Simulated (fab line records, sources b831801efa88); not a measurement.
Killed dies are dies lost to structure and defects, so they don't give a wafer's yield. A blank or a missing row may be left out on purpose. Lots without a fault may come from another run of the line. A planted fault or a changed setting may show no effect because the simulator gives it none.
fab line records | flow sky130 | part 2 of 2: steps 31 to 42 of 42
record lots=5 wafers=15 last_day=50
route steps=708 shown LDD_N@248 LDD_P@255 LDD_HVN@267 LDD_HVP@278 LDD_LDN@289
lots that met no fault: from a run of the same line without faults
start_h: hours from the record's first day to the start of the lot's first wafer shown | wait_h: hours since the lot's step before | " the same as in the row above | L1.1+2: a row that stands for several wafers | - no value, or no start given | * or withheld: withheld | < > ~ a bound
route shown NAME@n: a module of which the file shows steps, and the number in the route of the first | usual: mean/standard deviation of fault-free wafers | same: alike in all rows | chamber/n: place in a boat | sites: the reading at each site | _std_site: their standard deviation | _edge_site: outer sites' mean less inner sites' | radius_mm: how far each site lies from the wafer's centre | mask NAME#n: copy n | behind: the tool/chamber that last shaped the wafer | hold: why the lot was held/for how many hours/how that ended | device: the transistor (n, p or np) that didn't switch | end of line: the same wafers' tests at the end of the route | a step without rows: its recipe alone | killed: dies lost to structure and defects at the first sort, not the wafer's yield | map: a wafer's dies, x killed, . not, _ none there
set.NAME: the setting as run; set.NAME@STEP: as run at that earlier step | model.NAME: the simulator's own value behind a step, which no gauge read
lots at some steps of the route; a table a step, a row a wafer
services: from which hour (start_h, from the record's first day; less than 0 if before it) a tool's chamber was out of use, for how many hours, and why
## steps
# step SKY_LDD_HVP_DEHYDRATE_00
# recipe temp_c=200 time_s=60
# columns lot.wafer tool chamber start_h wait_h
L078.4+5+6 litho_track-03 0 525.11 14.7
L084.1+2+4 litho_track-02 0 567.82 14.2
L089.1+2+3 litho_track-02 0 612.37 14.7
L095.2+4+5 litho_track-03 0 665.56 13.8
L097.1+2+5 litho_track-02 0 683.92 13.0
# step SKY_LDD_HVP_HMDS_01
# recipe prime_time_s=60 prime_temp_c=120
# columns lot.wafer tool chamber start_h wait_h
L078.4+5+6 litho_track-03 0 525.26 0.1
L084.1+2+4 litho_track-02 0 567.97 0.1
L089.1+2+3 litho_track-02 0 612.52 0.1
L095.2+4+5 litho_track-03 0 665.71 0.1
L097.1+2+5 litho_track-02 0 684.07 0.1
# step SKY_LDD_HVP_COAT_02
# recipe resist=NOVOLAK spin_rpm=3000 resist_thk_nm=300
# columns lot.wafer tool chamber start_h wait_h
L078.4+5+6 litho_track-03 0 525.41 0.1
L084.1+2+4 litho_track-02 0 568.12 0.1
L089.1+2+3 litho_track-02 0 612.67 0.1
L095.2+4+5 litho_track-03 0 665.86 0.1
L097.1+2+5 litho_track-02 0 684.22 0.1
# step SKY_LDD_HVP_SOFTBAKE_03
# recipe temp_c=90 time_s=60 resist=NOVOLAK
# columns lot.wafer tool chamber start_h wait_h
L078.4+5+6 litho_track-03 0 525.56 0.1
L084.1+2+4 litho_track-02 0 568.27 0.1
L089.1+2+3 litho_track-02 0 612.82 0.1
L095.2+4+5 litho_track-03 0 666.01 0.1
L097.1+2+5 litho_track-02 0 684.37 0.1
# step SKY_LDD_HVP_EXPOSE_04
# recipe mask_id=HVPTM na=0.6 source_shape=conventional sigma_outer=0.6 polarization=unpolarized target_cd_nm=700 dose_mj=86
# usual exposure_dose_mJ_cm2=85.98/0.087
# columns lot.wafer tool chamber start_h wait_h mask exposure_dose_mJ_cm2
L078.4 iline_stepper-02 0 - - HVPTM#0 86.10
L078.5 " 0 " " HVPTM#0 86.06
L078.6 " 0 " " HVPTM#0 86.07
L084.1 iline_stepper-02 0 - - HVPTM#0 86.09
L084.2 " 0 " " HVPTM#0 85.95
L084.4 " 0 " " HVPTM#0 86.05
L089.1 iline_stepper-02 0 - - HVPTM#0 85.87
L089.2 " 0 " " HVPTM#0 85.91
L089.3 " 0 " " HVPTM#0 86.06
L095.2 iline_stepper-02 0 - - HVPTM#0 85.94
L095.4 " 0 " " HVPTM#0 85.94
L095.5 " 0 " " HVPTM#0 85.97
L097.1 iline_stepper-01 0 - - HVPTM#0 86.02
L097.2 " 0 " " HVPTM#0 85.96
L097.5 " 0 " " HVPTM#0 85.98
# step SKY_LDD_HVP_PEB_05
# recipe temp_c=withheld time_s=* resist=NOVOLAK
# columns lot.wafer tool chamber start_h wait_h
L078.4+5+6 litho_track-03 0 - -
L084.1+2+4 litho_track-03 0 - -
L089.1+2+3 litho_track-03 0 - -
L095.2+4+5 litho_track-02 0 - -
L097.1+2+5 litho_track-02 0 - -
# step SKY_LDD_HVP_DEVELOP_06
# recipe resist=NOVOLAK developer=TMAH develop_time_s=60 dev_temp_c=23
# columns lot.wafer tool chamber start_h wait_h
L078.4+5+6 litho_track-03 0 541.01 0.1
L084.1+2+4 litho_track-03 0 583.38 0.1
L089.1+2+3 litho_track-03 0 626.88 0.1
L095.2+4+5 litho_track-02 0 679.54 0.1
L097.1+2+5 litho_track-02 0 698.57 0.1
# step SKY_LDD_HVP_OVL_MEAS_07
# usual LDD_HVP_OVL=0.2/1.6
# columns lot.wafer tool chamber start_h wait_h LDD_HVP_OVL[nm]
L078.4 overlay-01 - 541.10 0.1 -2.7
L078.5 " - " " -1.2
L078.6 " - " " -1.8
L084.1 overlay-02 - 583.53 0.1 1.4
L084.2 " - " " 1.2
L084.4 " - " " 1.5
L089.1 overlay-01 - 627.03 0.1 -2.1
L089.2 " - " " -2.1
L089.3 " - " " 0.2
L095.2 overlay-02 - 679.67 0.1 1.0
L095.4 " - " " 1.0
L095.5 " - " " 0.8
L097.1 overlay-02 - 698.72 0.1 1.0
L097.2 " - " " 2.7
L097.5 " - " " 2.3
# step SKY_LDD_HVP_IMPLANT_08
# recipe species=B energy_kev=20 dose_cm2=1.7e+13 tilt_deg=17.9
# usual faraday_current_uA=95.9/1.9
# columns lot.wafer tool chamber start_h wait_h faraday_current_uA
L078.4 implanter-01 0 541.19 0.1 96.9
L078.5 " 0 " " 97.2
L078.6 " 0 " " 94.4
L084.1 implanter-01 0 583.57 0.0 102.2
L084.2 " 0 " " 93.5
L084.4 " 0 " " 96.7
L089.1 implanter-01 0 627.07 0.0 94.0
L089.2 " 0 " " 97.3
L089.3 " 0 " " 93.3
L095.2 implanter-02 0 679.73 0.0 94.8
L095.4 " 0 " " 95.1
L095.5 " 0 " " 93.5
L097.1 implanter-03 0 698.75 0.0 95.4
L097.2 " 0 " " 93.3
L097.5 " 0 " " 97.0
# step SKY_LDD_HVP_STRIP_09
# recipe chemistry=O2/N2 power_w=1400 pressure_mtorr=1500 platen_temp_c=withheld o2_flow_sccm=3000 n2_flow_sccm=300 overash_fraction=0.5
# usual drypump_motor_current_A=5.74/0.16 o2_flow_sccm=3000/8.1 oes_product_au=0.408/0.0046 strip_time_to_endpoint_s=4.135/0.014
# columns lot.wafer tool chamber start_h wait_h drypump_motor_current_A o2_flow_sccm oes_product_au rf_hours_counter_h strip_time_to_endpoint_s
L078.4 plasma_asher-02 1 541.30 0.1 5.86 2992 0.404 - 4.138
L078.5 " 0 " " 5.61 3003 0.408 - 4.150
L078.6 " 1 " " 5.85 3006 0.401 - 4.129
L084.1 plasma_asher-03 1 583.72 0.1 5.39 3001 0.412 91 4.148
L084.2 " 0 " " 5.81 2991 0.412 91 4.120
L084.4 " 1 " " 5.42 3007 0.407 - 4.138
L089.1 plasma_asher-04 0 627.22 0.1 5.75 3002 0.410 79 4.127
L089.2 " 1 " " 5.87 2995 0.408 79 4.146
L089.3 " 0 " " 5.75 2990 0.405 - 4.152
L095.2 plasma_asher-02 0 679.85 0.1 5.60 3003 0.407 55 4.159
L095.4 " 0 " " 5.59 3009 0.414 - 4.138
L095.5 " 1 " " 5.85 3006 0.406 - 4.147
L097.1 plasma_asher-04 0 698.90 0.1 5.73 3011 0.405 86 4.131
L097.2 " 1 " " 5.89 3003 0.399 86 4.117
L097.5 " 0 " " 5.73 3001 0.413 - 4.131
# step SKY_LDD_HVP_TW_MEAS_10
# usual LDD_HVP_TW=461/3.2
# columns lot.wafer tool chamber start_h wait_h LDD_HVP_TW
L078.4 film_metro-02 - 541.40 0.1 466
L078.5 " - " " 465
L078.6 " - " " 463
L084.1 film_metro-04 - 583.82 0.1 455
L084.2 " - " " 458
L084.4 " - " " 457
L089.1 film_metro-01 - 627.32 0.1 462
L089.2 " - " " 461
L089.3 " - " " 459
L095.2 film_metro-04 - 679.96 0.1 459
L095.4 " - " " 459
L095.5 " - " " 459
L097.1 film_metro-04 - 699.00 0.1 459
L097.2 " - " " 458
L097.5 " - " " 461
# step SKY_LDD_LDN_DEHYDRATE_00
# recipe temp_c=200 time_s=60
# columns lot.wafer tool chamber start_h wait_h
L078.4+5+6 litho_track-03 0 555.51 14.1
L084.1+2+4 litho_track-02 0 597.42 13.6
L089.1+2+3 litho_track-02 0 641.67 14.3
L095.2+4+5 litho_track-02 0 693.19 13.2
L097.1+2+5 litho_track-03 0 711.83 12.8
## services
# columns tool chamber start_h hours kind
implanter-01 - 431.53 6.0 repair
implanter-01 - 433.84 0.5 repair
implanter-02 - 437.82 5.7 repair
plasma_asher-02 - 442.21 5.1 repair
plasma_asher-01 - 446.57 1.9 repair
plasma_asher-01 - 450.67 1.9 repair
plasma_asher-01 - 457.51 12.3 repair
implanter-03 - 460.91 4.2 pm
iline_stepper-02 - 463.47 1.7 pm
implanter-02 - 465.11 9.3 repair
implanter-02 - 475.94 5.6 pm
implanter-04 - 492.69 3.7 repair
iline_stepper-01 - 500.20 1.7 pm
plasma_asher-01 - 507.00 1.2 repair
iline_stepper-01 - 518.33 8.1 repair
implanter-03 - 558.94 0.9 repair
iline_stepper-01 - 570.73 7.9 repair
implanter-04 - 603.27 1.2 repair
implanter-04 - 623.74 2.3 repair
implanter-03 - 631.53 3.3 repair
iline_stepper-02 - 636.88 4.9 repair
implanter-01 - 650.27 2.5 repair
iline_stepper-02 - 681.65 1.7 pm
implanter-04 - 709.61 4.7 pm
